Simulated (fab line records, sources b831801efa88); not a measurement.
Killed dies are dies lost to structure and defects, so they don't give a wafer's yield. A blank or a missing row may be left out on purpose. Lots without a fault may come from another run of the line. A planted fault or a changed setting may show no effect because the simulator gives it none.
One fault seen from 2 desks | flow gf180mcu | each desk has only its own numbers; what lay behind them comes last

THE METROLOGY DESK
What the gauges read, lot by lot, whatever tool the lot ran on: means of the sampled wafers that have a number. A lot is out of limits, marked OUT, if its mean lies more than 4 standard deviations from the usual mean; the brackets give that distance.
Columns: A = M5_OVL at GF_M5_OVL_MEAS_08, usual 1 nm
lot  | first seen here | A
L598 | day 26 01:11    | 2
L599 | day 26 05:35    | 9
L600 | day 26 15:30    | -4
L601 | day 27 18:50    | 7
L603 | day 28 07:59    | -3
L604 | day 28 18:49    | -0
L606 | day 29 03:53    | -1
L605 | day 29 05:58    | -2
L607 | day 29 17:02    | 4
L608 | day 29 20:10    | 12
L609 | day 29 22:26    | -3
L610 | day 30 06:01    | 2
L611 | day 30 10:53    | 3
L614 | day 31 07:50    | 0
This desk's finding: nothing out of limits on any of the 14 lots.

THE TOOL OWNER'S DESK: cvd_w-02
The tool's own readings at GF_CONTACT_CVD_24 (deposits W, target thk 300 nm, time 90.339 s): means of the sampled wafers that have a number, for each lot that ran on this tool. A lot is out of limits, marked OUT, if its mean lies more than 4 standard deviations from the usual mean; the brackets give that distance.
Columns: A = heater_power_w at GF_CONTACT_CVD_24, usual 816 W
lot  | first seen here | A
L600 | day 16 11:25    | 833
L601 | day 17 20:07    | 745
L603 | day 18 11:10    | 750
L604 | day 19 00:37    | 801
L605 | day 19 14:25    | 706
L607 | day 20 03:12    | 805
L608 | day 20 09:53    | 811
L609 | day 20 12:58    | 742
L610 | day 20 21:17    | 755
L611 | day 21 00:50    | 746
L614 | day 22 07:41    | 813
This desk's finding: nothing out of limits on any of the 11 lots.

PUT TOGETHER
The metrology desk saw nothing out of limits.
The tool owner's desk saw nothing out of limits.

WHAT THE SIMULATOR HAD PUT IN
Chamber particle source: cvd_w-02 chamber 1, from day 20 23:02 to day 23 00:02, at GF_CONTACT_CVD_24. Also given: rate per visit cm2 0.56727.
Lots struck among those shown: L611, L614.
